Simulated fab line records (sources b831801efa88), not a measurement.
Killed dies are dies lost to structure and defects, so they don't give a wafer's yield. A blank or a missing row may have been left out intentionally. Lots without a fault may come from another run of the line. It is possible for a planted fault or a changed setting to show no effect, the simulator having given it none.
fab line records	flow sky130
[record] lots = 6	wafers = 16	lastDay = 51
route steps=708 shown VIA2@509
lots with no fault: from the same line, run without faults
startH: the number of hours between the record's first day and the start of the first shown wafer of the lot	waitH: hours elapsed since this lot's preceding step	" the same as in the row above	L1.1+2: a single row standing in for several wafers	- either no value or no given start	* or withheld: withheld	< > ~ a bound
route shown NAME@n: a module of which the file shows steps, and the number in the route of the first	usual: mean/standard deviation taken from wafers without a fault	same: alike in all rows	chamber/n: place in a boat	sites: each site's reading	_std_site: standard deviation of those values	_edge_site: inner sites' mean taken away from outer sites' mean	radiusMm: how far each site lies from the wafer's centre	mask NAME#n: copy n	behind: the last tool/chamber to shape the wafer	hold: why the lot went on hold/how many hours it stayed there/how the hold came to an end	device: transistor that didn't switch, given as n, p or np	end of line: the same wafers' tests at the end of the route	a step given without rows: its recipe and nothing more	killed: not the wafer's yield, but the dies lost to structure and defects at the first sort	map: shows each die of a wafer: x if killed, . if not, _ if none is there
set.NAME: the setting as run; set.NAME@STEP: as run at that earlier step	model.NAME: the simulator's own value behind a step, which no gauge read
lots at selected steps of the route; one table per step, one row per wafer
services: when a tool's chamber went out of use (startH, in hours from the record's first day, below 0 if earlier), for how many hours, and the reason
[[steps]]
[step SKY_VIA2_CMP_02]
[recipe] material = SiO2	downForcePsi = 4	platenRpm = 60	padVelocityMS = 0.94248
[usual] motorCurrentA = 11.9/1.3	slurryFilterDpKPa = 13.50/0.12
lot.wafer	tool	chamber	startH	waitH	motorCurrentA	slurryFilterDpKPa
L288.3	cmp-01	0	917.80	0.1	14.5	13.36
L288.2	"	2	"	"	11.3	13.65
L288.5	"	3	"	"	11.6	13.73
L294.2	cmp-02	0	959.22	0.1	10.0	13.56
L294.1	"	2	"	"	12.2	13.43
L294.6	"	3	"	"	11.7	13.69
L296.2	cmp-02	3	969.05	0.0	11.5	13.65
L296.3	"	0	"	"	10.0	13.53
L296.4	"	2	"	"	12.1	13.55
L298.2	cmp-01	2	986.75	0.1	11.4	13.56
L300.3	cmp-01	1	993.92	0.1	12.5	13.60
L300.2	"	2	"	"	11.4	13.34
L300.5	"	0	"	"	16.1	13.32
L301.2	cmp-01	2	1007.25	0.1	11.2	13.57
L301.6	"	0	"	"	14.4	13.66
L301.5	"	1	"	"	12.0	13.46
[step SKY_VIA2_BOW_MEAS_03]
[recipe] mode = bow
[usual] VIA2_BOW = 87/7.4
lot.wafer	tool	chamber	startH	waitH	VIA2_BOW[um]
L288.2	filmMetro-03	-	918.07	0.1	84
L288.3	"	-	"	"	87
L288.5	"	-	"	"	73
L294.1	filmMetro-01	-	959.47	0.1	92
L294.2	"	-	"	"	85
L294.6	"	-	"	"	87
L296.2	filmMetro-04	-	969.37	0.3	76
L296.3	"	-	"	"	83
L296.4	"	-	"	"	99
L298.2	filmMetro-03	-	987.02	0.2	91
L300.2	filmMetro-04	-	994.19	0.2	107
L300.3	"	-	"	"	90
L300.5	"	-	"	"	88
L301.2	filmMetro-01	-	1007.47	0.2	77
L301.5	"	-	"	"	82
L301.6	"	-	"	"	89
[step SKY_VIA2_DEHYDRATE_04]
[recipe] tempC = 200	timeS = 60
[step SKY_VIA2_HMDS_05]
[recipe] primeTimeS = 60	primeTempC = 120
[step SKY_VIA2_COAT_06]
[recipe] resist = BARC	tempC = withheld	timeS = withheld	spinRpm = 3000	resistThkNm = 60
[step SKY_VIA2_COAT_07]
[recipe] resist = KrF-thick	spinRpm = 3000	resistThkNm = 450
[step SKY_VIA2_SOFTBAKE_08]
[recipe] tempC = 100	timeS = 90	resist = KrF-thick
[step SKY_VIA2_EXPOSE_09]
[recipe] maskId = VIM2	na = 0.8	sourceShape = annular	sigmaInner = 0.55	sigmaOuter = 0.85	targetCdNm = 200	doseMj = 38
[step SKY_VIA2_PEB_10]
[recipe] pebTempC = withheld	pebTimeS = withheld	resist = KrF-thick
[step SKY_VIA2_DEVELOP_11]
[recipe] developTimeS = 60	resist = KrF-thick	devTempC = 21
[step SKY_VIA2_CD_MEAS_12]
[recipe] targetCdNm = 200
[usual] cdNm = 199.8/1.1
lot.wafer	tool	chamber	startH	waitH	cdNm
L288.2	cdSem-01	-	943.28	-	200.0
L288.3	"	-	"	"	200.5
L288.5	"	-	"	"	200.9
L294.1	cdSem-01	-	984.71	-	199.9
L294.2	"	-	"	"	199.0
L294.6	"	-	"	"	200.3
L296.2	cdSem-01	-	993.88	-	201.6
L296.3	"	-	"	"	200.1
L296.4	"	-	"	"	201.4
L298.2	cdSem-01	-	1010.98	-	199.8
L300.2	cdSem-01	-	1017.60	-	198.6
L300.3	"	-	"	"	199.4
L300.5	"	-	"	"	198.0
L301.2	cdSem-02	-	1030.68	-	198.7
L301.5	"	-	"	"	199.1
L301.6	"	-	"	"	199.1
[step SKY_VIA2_OVL_MEAS_13]
[usual] VIA2_OVL = -1/5
lot.wafer	tool	chamber	startH	waitH	VIA2_OVL[nm]
L288.2	overlay-01	-	943.39	0.1	-2
L288.3	"	-	"	"	2
L288.5	"	-	"	"	-3
L294.1	overlay-01	-	984.83	0.1	-5
L294.2	"	-	"	"	-2
L294.6	"	-	"	"	-1
L296.2	overlay-01	-	993.99	0.1	0
L296.3	"	-	"	"	6
L296.4	"	-	"	"	5
L298.2	overlay-02	-	1011.09	0.1	-7
L300.2	overlay-02	-	1017.71	0.1	-7
L300.3	"	-	"	"	-4
L300.5	"	-	"	"	-9
L301.2	overlay-01	-	1030.79	0.1	3
L301.5	"	-	"	"	3
L301.6	"	-	"	"	5
[step SKY_VIA2_ETCH_14]
[recipe] chemistry = N2/H2	target = BARC	ionEnergyEv = 200	sourceW = 500	biasW = 100	pressureMtorr = 30	n2FlowSccm = 100	h2FlowSccm = 200	stopOn = SiO2	timeS = 45.9	targetDepthA = 600
[usual] drypumpMotorCurrentA = 5.8/0.48	n2FlowSccm = 99.9/0.33	oesProductAu = 0.855/0.0047	rfFwdPowerW = 494.8/2.2	runLengthS = 74.0/0.53	throttleValvePct = 13.225/0.0096
lot.wafer	tool	chamber	startH	waitH	drypumpMotorCurrentA	n2FlowSccm	oesProductAu	rfFwdPowerW	rfHoursCounterH	runLengthS	throttleValvePct	model.KrF-thick_of_VIA2_COAT_07.thkNm
L288.2	rieDiel-02	2	943.42	0.0	6.2	99.8	0.856	492.9	27	73.7	13.225	392.8
L288.3	"	1	"	"	5.5	99.7	0.856	497.7	7	74.0	13.218	391.1
L288.5	"	0	"	"	6.2	100.0	0.851	494.8	-	73.7	13.218	392.7
L294.1	rieDiel-02	1	984.87	0.0	5.5	100.0	0.859	497.7	8	73.5	13.236	390.5
L294.2	"	2	"	"	6.2	100.0	0.848	497.6	28	74.1	13.231	392.3
L294.6	"	3	"	"	6.0	99.9	0.849	492.5	-	74.5	13.243	392.4
L296.2	rieDiel-02	0	994.02	0.0	6.2	100.6	0.942	-	19	69.2	13.227	398.4
L296.3	"	1	"	"	5.5	100.3	0.857	493.7	9	74.3	13.235	392.3
L296.4	"	2	"	"	6.2	99.8	0.858	494.9	28	73.8	13.221	392.5
L298.2	rieDiel-02	0	1011.12	0.0	6.2	99.8	0.935	-	20	69.5	13.230	398.7
L300.2	rieDiel-01	0	1017.74	0.0	6.7	99.6	0.852	494.8	8	74.9	13.223	395.1
L300.3	"	2	"	"	5.9	99.9	0.855	490.5	18	73.5	13.211	395.4
L300.5	"	0	"	"	6.7	99.7	0.855	495.0	-	74.9	13.227	395.4
L301.2	rieDiel-01	0	1030.82	0.0	6.7	100.2	0.860	496.5	9	74.9	13.228	396.7
L301.5	"	1	"	"	5.5	100.2	0.850	496.3	-	74.3	13.219	394.9
L301.6	"	2	"	"	5.9	99.4	0.853	496.8	-	73.3	13.228	394.9
[step SKY_VIA2_ETCH_15]
[recipe] target = SiO2	chemistry = C4F8/O2/Ar	targetDepthNm = 546	stopOn = TiN	maskMaterial = KrF-thick	sourceW = 1500	biasW = 1200	pressureMtorr = 40	c4f8FlowSccm = withheld	O2_flow_sccm = 6	Ar_flow_sccm = 300	timeS = 84
[usual] oesProductAu = 0.940/0.0051	rfFwdPowerW = 1488/5.1	runLengthS = 112.2/0.48
lot.wafer	tool	chamber	startH	waitH	oesProductAu	rfFwdPowerW	runLengthS
L288.2	rieDiel-02	2	943.46	0.0	0.944	1489	112.3
L288.3	"	1	"	"	0.943	1483	111.6
L288.5	"	0	"	"	0.941	1494	111.9
L294.1	rieDiel-02	1	984.91	0.0	0.943	1489	111.8
L294.2	"	2	"	"	0.935	1490	111.8
L294.6	"	3	"	"	0.945	1488	112.7
L296.2	rieDiel-02	0	994.06	0.0	0.940	1475	112.0
L296.3	"	1	"	"	0.935	1490	111.6
L296.4	"	2	"	"	0.937	1492	112.2
L298.2	rieDiel-02	0	1011.16	0.0	0.934	1479	111.8
L300.2	rieDiel-01	0	1017.78	0.0	0.941	1489	112.7
L300.3	"	2	"	"	0.936	1492	111.4
L300.5	"	0	"	"	0.936	1486	112.6
L301.2	rieDiel-01	0	1030.86	0.0	0.936	1481	112.9
L301.5	"	1	"	"	0.939	1490	112.7
L301.6	"	2	"	"	0.942	1484	111.4
[[services]]
tool	chamber	startH	hours	kind
rieDiel-01	-	900.33	1.5	repair
cmp-01	-	912.00	4.0	pm
cmp-01	-	916.00	-	consumableReplace:conditioner
cmp-01	-	916.00	-	consumableReplace:pad
cmp-01	-	919.43	2.0	repair
rieDiel-01	3	920.05	29.3	repair
cmp-01	-	928.16	4.4	repair
cmp-02	-	936.58	9.3	repair
rieDiel-01	0	937.33	6.2	repair
rieDiel-01	-	938.98	0.9	repair
cmp-01	-	955.60	25.6	pm
rieDiel-01	0	980.83	11.2	repair
cmp-02	-	981.53	7.5	pm
[[key]]
[firstSign] step = SKY_VIA2_ETCH_14	reading = oesProductAu	direction = up	sigmas = 18	usual = 0.855	struck = 0.939
[effect] step = SKY_VIA2_ETCH_14	reading = runLengthS	direction = down	sigmas = 8.8	usual = *	struck = *
[modelEffect] step = SKY_VIA2_ETCH_14	value = KrF-thick_of_VIA2_COAT_07.thkNm	without = 394.3	struck = 398.6
metAt SKY_VIA2_ETCH_14
struckWafers L296.2,L298.2
sortLeftOut L296.2,L298.2
testerLeftOut L298
onsetBetween 943.42 994.02
[earlierFault] kind = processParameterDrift	tool = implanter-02	chamber = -	onsetH = 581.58	steps = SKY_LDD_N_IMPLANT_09	channel = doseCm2	offset = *	shape = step	endH = 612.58	actsIn = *	stated = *
[fault] kind = processParameterDrift	tool = rieDiel-02	chamber = 0	onsetH = 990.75	steps = SKY_VIA2_ETCH_14	channel = timeS	offset = *	shape = step	actsIn = *	stated = *
// testerLeftOut: of these lots the tester's yield and bins aren't shown, on N5 and GAA mostly nor the transistor test; their killed dies are dies lost to structure and defects alone, not to doping, threshold or leakage, so they don't give the yield
// sortLeftOut: the simulated sort isn't trusted on such a fault, so these wafers' sort isn't shown, and their yield isn't known
